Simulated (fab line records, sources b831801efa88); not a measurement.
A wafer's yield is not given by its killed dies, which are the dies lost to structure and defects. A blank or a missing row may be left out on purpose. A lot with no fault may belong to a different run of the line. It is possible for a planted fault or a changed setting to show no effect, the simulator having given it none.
What tool caused it? | flow sky130 | 13 lots with 39 wafers sampled at 4 steps, on a route of 708 steps

== WHAT THE GAUGES READ, wafer by wafer ==
SKY_VIA2_CD_MEAS_12: target cd 200 nm.
lot  | measured     | on        | cd nm (nm)
L960 | day 37 07:34 | cd sem-02 | 199.4 199.1 200.7
L959 | day 37 09:26 | cd sem-01 | 200.9 200.2 202.5
L962 | day 37 16:01 | cd sem-01 | 198.2 198.4 199.8
L961 | day 37 19:56 | cd sem-02 | 199.9 199.7 199.8
L966 | day 38 23:17 | cd sem-02 | 202.7 201.3 202.2
L967 | day 39 01:13 | cd sem-02 | 199.8 199.3 197.0
L968 | day 39 12:23 | cd sem-01 | 203.0 203.3 201.1
L970 | day 40 02:39 | cd sem-01 | 198.9 199.3 199.6
L975 | day 41 13:07 | cd sem-02 | 199.2 200.5 199.3
L976 | day 41 19:10 | cd sem-01 | 198.8 198.2 198.2
L977 | day 42 03:42 | cd sem-01 | 199.9 202.1 200.8
L979 | day 42 14:00 | cd sem-02 | 198.3 199.4 198.3
L980 | day 42 14:54 | cd sem-02 | 199.1 199.3 200.1

SKY_CAPM_THK_MEAS_01.
lot  | measured     | on            | CAPM_CVD_00_THK (nm)
L960 | day 37 09:16 | film metro-01 | 15.37 15.38 15.58
L959 | day 37 11:12 | film metro-03 | 15.26 15.68 15.51
L962 | day 37 17:50 | film metro-03 | 15.65 15.67 15.96
L961 | day 37 21:38 | film metro-01 | 15.36 15.37 15.75
L966 | day 39 01:33 | film metro-03 | 15.39 15.70 15.65
L967 | day 39 03:09 | film metro-03 | 15.63 15.80 15.80
L968 | day 39 14:04 | film metro-04 | 15.10 15.33 15.46
L970 | day 40 04:24 | film metro-03 | 15.34 15.71 15.63
L975 | day 41 14:52 | film metro-03 | 15.37 15.71 15.47
L976 | day 41 20:50 | film metro-04 | 15.39 15.74 15.80
L977 | day 42 05:24 | film metro-01 | 15.48 15.76 15.96
L979 | day 42 15:50 | film metro-04 | 15.40 15.82 15.57
L980 | day 42 16:44 | film metro-03 | 15.67 15.99 16.08

== EACH LOT AND THE TOOL THAT RAN IT (in order: tool; ch and the chambers of the sampled wafers; start) ==
lot  | SKY_VIA2_CVD_21               | SKY_METAL3_SPUTTER_04
L960 | cvd w-01 ch 0, day 37 08:29   | pvd sputter-03, day 37 09:12
L959 | cvd w-01 ch 0,1, day 37 10:26 | pvd sputter-03, day 37 11:07
L962 | cvd w-01 ch 0, day 37 16:58   | pvd sputter-01, day 37 17:46
L961 | cvd w-02 ch 1, day 37 20:50   | pvd sputter-04, day 37 21:33
L966 | cvd w-02 ch 0, day 39 00:40   | pvd sputter-04, day 39 01:28
L967 | cvd w-02 ch 0, day 39 02:14   | pvd sputter-01, day 39 03:03
L968 | cvd w-02 ch 0,1, day 39 13:19 | pvd sputter-03, day 39 13:59
L970 | cvd w-02 ch 0,1, day 40 03:36 | pvd sputter-01, day 40 04:20
L975 | cvd w-02 ch 0,1, day 41 14:05 | pvd sputter-03, day 41 14:48
L976 | cvd w-02 ch 0,1, day 41 20:04 | pvd sputter-03, day 41 20:44
L977 | cvd w-02 ch 0,1, day 42 04:37 | pvd sputter-03, day 42 05:20
L979 | cvd w-01 ch 1, day 42 14:55   | pvd sputter-03, day 42 15:46
L980 | cvd w-01 ch 1, day 42 15:52   | pvd sputter-01, day 42 16:39
- SKY_VIA2_CVD_21: deposits W, target thk 420 nm, time 126.4 s.
- SKY_METAL3_SPUTTER_04: material TiN, target thk 70 nm, time 58.3 s.

== WHAT THE TOOLS THEMSELVES READ (means of the sampled wafers that have a number; where no wafer has one, the mark that the record gives instead) ==
SKY_VIA2_CVD_21.
lot  | tool     | heater power w (W) | susceptor temp C (C)
L960 | cvd w-01 | 838                | 400.30
L959 | cvd w-01 | 714                | 400.11
L962 | cvd w-01 | 841                | 400.16
L961 | cvd w-02 | 789                | 400.16
L966 | cvd w-02 | 1026               | 399.97
L967 | cvd w-02 | 1034               | 399.98
L968 | cvd w-02 | 868                | 399.82
L970 | cvd w-02 | 870                | 400.02
L975 | cvd w-02 | 957                | 402.50
L976 | cvd w-02 | 884                | 402.49
L977 | cvd w-02 | 961                | 402.55
L979 | cvd w-01 | 668                | 399.83
L980 | cvd w-01 | 665                | 399.77

SKY_METAL3_SPUTTER_04.
lot  | tool           | cathode dc power W (W) | throttle valve pct (%)
L960 | pvd sputter-03 | 6498.8                 | 30.4
L959 | pvd sputter-03 | 6500.9                 | 30.3
L962 | pvd sputter-01 | 6501.3                 | 30.5
L961 | pvd sputter-04 | 6499.8                 | 30.4
L966 | pvd sputter-04 | 6500.1                 | 30.4
L967 | pvd sputter-01 | 6499.5                 | 30.3
L968 | pvd sputter-03 | 6500.4                 | 30.8
L970 | pvd sputter-01 | 6501.4                 | 30.5
L975 | pvd sputter-03 | 6500.3                 | 30.6
L976 | pvd sputter-03 | 6498.5                 | 30.2
L977 | pvd sputter-03 | 6500.5                 | 30.7
L979 | pvd sputter-03 | 6499.6                 | 30.5
L980 | pvd sputter-01 | 6500.0                 | 29.4

== THE ANSWER, worked out from the rows above alone ==
Rule: the lots themselves supply what counts as usual. The widest of any qualifying gaps counts: lots, ordered by their means at a reading, are off when they make up no more than a third of the lots, leave a main group of 4 or more, and stand apart from it by 3 or more times the standard deviation of that group's means. A main group is skipped when, at the precision printed for the reading in the tables above, its means are all equal. Also off: a lot with no number at a reading for which 4 or more lots have one. Where the step has rows for the other lots, those lots are counted as sound. After the gauges, taken in route order, come the tools' own readings; for these a lot's mean is taken, as printed above. At the first step where some lot is off, the reading lying furthest off is the one used; lots without a number count as furthest.
Off: L975, L976, L977 (SKY_VIA2_CVD_21, susceptor temp C). The main group: mean 400.01 C, standard deviation 0.16.
If a tool, at that step or one of the process steps before it, ran each lot that is off and ran no sound lot following the first of them, it fits. One fits: SKY_VIA2_CVD_21 on cvd w-02. Its last sound lot is L970 (day 40 03:36), its first lot that is off L975 (day 41 14:05): a fault that began between those two fits.
On the lots that are off, the tool's own readings at SKY_VIA2_CVD_21 differ by more than 5 times the standard deviation of the sound lots' means, which bears it out; susceptor temp C reads 402.51 C there versus 400.01 C on the sound lots.

== WHAT THE SIMULATOR HAD PUT IN ==
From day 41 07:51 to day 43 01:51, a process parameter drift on cvd w-02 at SKY_VIA2_CVD_21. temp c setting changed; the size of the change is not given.
Lots struck among those shown: L975, L976, L977. The rule above reached the same finding.
